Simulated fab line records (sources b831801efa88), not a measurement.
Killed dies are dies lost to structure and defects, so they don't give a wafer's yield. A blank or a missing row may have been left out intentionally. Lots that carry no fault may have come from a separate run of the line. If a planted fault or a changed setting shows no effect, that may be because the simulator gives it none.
Matching of chambers | flow sky130 | cmp-02 running SKY_VIA4_CMP_02: 4 sister chambers
The step polishes SiO2. 8 wafers are shown with their chamber, then 8 later ones without.

== WAFERS PAIRED WITH THEIR CHAMBERS ==
wafer  | chamber | motor-current-A (A) | retaining-ring-pressure-frac
L743.6 | 1       | 11.4                | 1.001
L745.1 | 2       | 10.2                | 1.002
L745.2 | 1       | 11.8                | 0.997
L745.3 | 3       | 11.5                | 0.995
L749.2 | 2       | 10.5                | 1.003
L749.4 | 0       | 12.6                | 0.996
L749.6 | 3       | 11.2                | 0.995
L751.2 | 0       | 12.8                | 1.004

== WAFERS WITHOUT THEIR CHAMBER ==
wafer  | motor-current-A (A) | retaining-ring-pressure-frac
L751.4 | 10.5                | 1.007
L751.5 | 11.2                | 1.004
L753.2 | 11.4                | 0.997
L753.4 | 12.0                | 0.999
L753.5 | 11.0                | 1.009
L756.1 | 10.0                | 0.999
L756.3 | 11.6                | 1.000
L756.4 | 12.0                | 1.000

== CHAMBER TAKEN BY EACH ==
wafer  | from the rows above          | in truth
L751.4 | 2                            | 2
L751.5 | can't be placed: 1 or 3 or 2 | 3
L753.2 | can't be placed: 3 or 1      | 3
L753.4 | can't be placed: 1 or 0 or 3 | 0
L753.5 | can't be placed: 2 or 1 or 3 | 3
L756.1 | 2                            | 2
L756.3 | can't be placed: 1 or 3      | 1
L756.4 | can't be placed: 1 or 0 or 3 | 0
2 of 8 placed correctly. Can't be placed from these rows: 6 (the true chamber is among the candidates in 6). Wrongly placed: 0.
How it was worked out, from the rows above alone: a wafer's distance from a chamber is the root of the sum, over the readings, of the square of ((its reading less the chamber's mean) divided by the reading's scatter). If the next closest chamber is less than 2 further off than the closest, the wafer can't be placed; otherwise it belongs to the closest. For every chamber, the mean is computed from those of its wafers that are shown. The scatter: take each reading less its chamber's mean, square it, sum over the shown wafers, divide by the number of wafers less the number of chambers, and take the root.
